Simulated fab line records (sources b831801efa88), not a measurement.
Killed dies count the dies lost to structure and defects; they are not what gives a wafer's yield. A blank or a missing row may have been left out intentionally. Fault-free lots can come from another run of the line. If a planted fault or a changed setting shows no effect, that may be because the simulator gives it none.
Matching of chambers -- flow gf180mcu -- GF_V4_CMP_04 on cmp-01: 4 sister chambers
The step polishes SiO2. 4 wafers are shown with their chamber, then 12 later ones without.

## EACH WAFER AND ITS CHAMBER
wafer,chamber,motor current A (A)
L082.4,2,11.9
L090.1,0,10.8
L090.3,1,12.6
L090.4,3,10.9

## WAFERS WHOSE CHAMBER IS MISSING
wafer,motor current A (A)
L093.2,10.9
L093.3,11.9
L093.5,12.0
L095.1,12.1
L095.3,10.0
L095.4,10.4
L096.1,13.2
L096.3,12.8
L096.6,11.2
L097.3,11.5
L097.4,11.1
L097.5,10.9

## WHICH CHAMBER EACH WENT THROUGH
wafer,from the rows above,in truth
L093.2,can't be placed: 3 or 0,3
L093.3,can't be placed: 2 or 1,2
L093.5,can't be placed: 2 or 1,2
L095.1,can't be placed: 2 or 1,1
L095.3,can't be placed: 0 or 3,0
L095.4,can't be placed: 0 or 3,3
L096.1,can't be placed: 1 or 2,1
L096.3,can't be placed: 1 or 2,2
L096.6,can't be placed: 3 or 0 or 2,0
L097.3,can't be placed: 2 or 3 or 0 or 1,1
L097.4,can't be placed: 3 or 0 or 2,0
L097.5,can't be placed: 3 or 0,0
0 of 12 placed correctly. Unplaceable from these rows: 12, with the true chamber sitting among the candidates in 12. Number placed wrongly: 0.
How it was worked out, from the rows above alone: a wafer's distance from a chamber is the root of the sum, over the readings, of the square of ((its reading less the chamber's mean) divided by the reading's scatter). The wafer belongs to the nearest chamber; if the next one is less than 2 further off, it can't be placed. For every chamber, the mean is computed from those of its wafers that are shown. The scatter (one wafer shown for each chamber): square how far every hidden wafer sits from the nearest shown wafer, average those squares and take the square root.
